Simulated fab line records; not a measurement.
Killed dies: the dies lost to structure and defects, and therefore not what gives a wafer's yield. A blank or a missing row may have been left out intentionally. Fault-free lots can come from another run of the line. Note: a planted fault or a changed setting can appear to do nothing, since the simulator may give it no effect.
What tool caused it? | flow sky130 | 33 wafers from 11 lots sampled at 2 of the route's 708 steps

== WHAT THE GAUGES SHOWED, per wafer ==
SKY_CAPM_THK_MEAS_01.
lot  | measured     | on            | CAPM_CVD_00_THK (nm)
L583 | day 36 22:27 | film-metro-02 | 15.65 15.49 15.70
L584 | day 37 16:18 | film-metro-02 | 15.15 15.47 15.50
L586 | day 38 07:47 | film-metro-04 | 15.40 15.56 15.46
L587 | day 38 14:35 | film-metro-03 | 15.16 15.59 15.80
L592 | day 39 17:02 | film-metro-02 | 15.64 15.57 16.00
L593 | day 40 08:49 | film-metro-02 | 15.61 15.70 15.64
L595 | day 40 19:16 | film-metro-02 | 15.61 15.46 16.01
L597 | day 41 03:07 | film-metro-02 | 15.42 15.37 15.59
L600 | day 42 05:23 | film-metro-02 | 15.07 15.82 15.34
L601 | day 42 05:35 | film-metro-03 | 15.06 15.49 15.37
L604 | day 43 00:23 | film-metro-02 | 15.94 15.65 15.66

== EACH LOT AND THE TOOL THAT RAN IT (in order: tool; ch and the chambers of the sampled wafers; start) ==
lot  | SKY_VIA2_CMP_24
L583 | cmp-02 ch 2,3, day 36 21:58
L584 | cmp-01 ch 0,1,3, day 37 15:53
L586 | cmp-01 ch 0,1,3, day 38 07:24
L587 | cmp-02 ch 0,1,2, day 38 14:10
L592 | cmp-01 ch 1,3, day 39 16:37
L593 | cmp-01 ch 0,1,2, day 40 08:28
L595 | cmp-02 ch 0,1,3, day 40 18:52
L597 | cmp-01 ch 1,2,3, day 41 02:44
L600 | cmp-01 ch 0,2,3, day 42 04:58
L601 | cmp-02 ch 0,2, day 42 05:10
L604 | cmp-01 ch 0,1,3, day 42 23:59
- SKY_VIA2_CMP_24: polishes, stops on SiO2, t overpolish 20 s, target thk 0 nm.

== THE ANSWER, worked out from the rows above alone ==
Rule: the usual values come from the lots themselves. Put in order of their means at a reading, lots are off if they are a third of the lots or fewer, leave a main group of 4 or more, and stand apart from it by a gap of 3 or more times the standard deviation of the main group's means; of several such gaps the widest counts. A main group is skipped when, at the precision printed for the reading in the tables above, its means are all equal. Also off: a lot with no number at a reading for which 4 or more lots have one. The other lots that the step has rows for count as sound.
None of the lots is off at any reading shown; this tells nothing.

== WHAT HAD BEEN PUT IN BY THE SIMULATOR ==
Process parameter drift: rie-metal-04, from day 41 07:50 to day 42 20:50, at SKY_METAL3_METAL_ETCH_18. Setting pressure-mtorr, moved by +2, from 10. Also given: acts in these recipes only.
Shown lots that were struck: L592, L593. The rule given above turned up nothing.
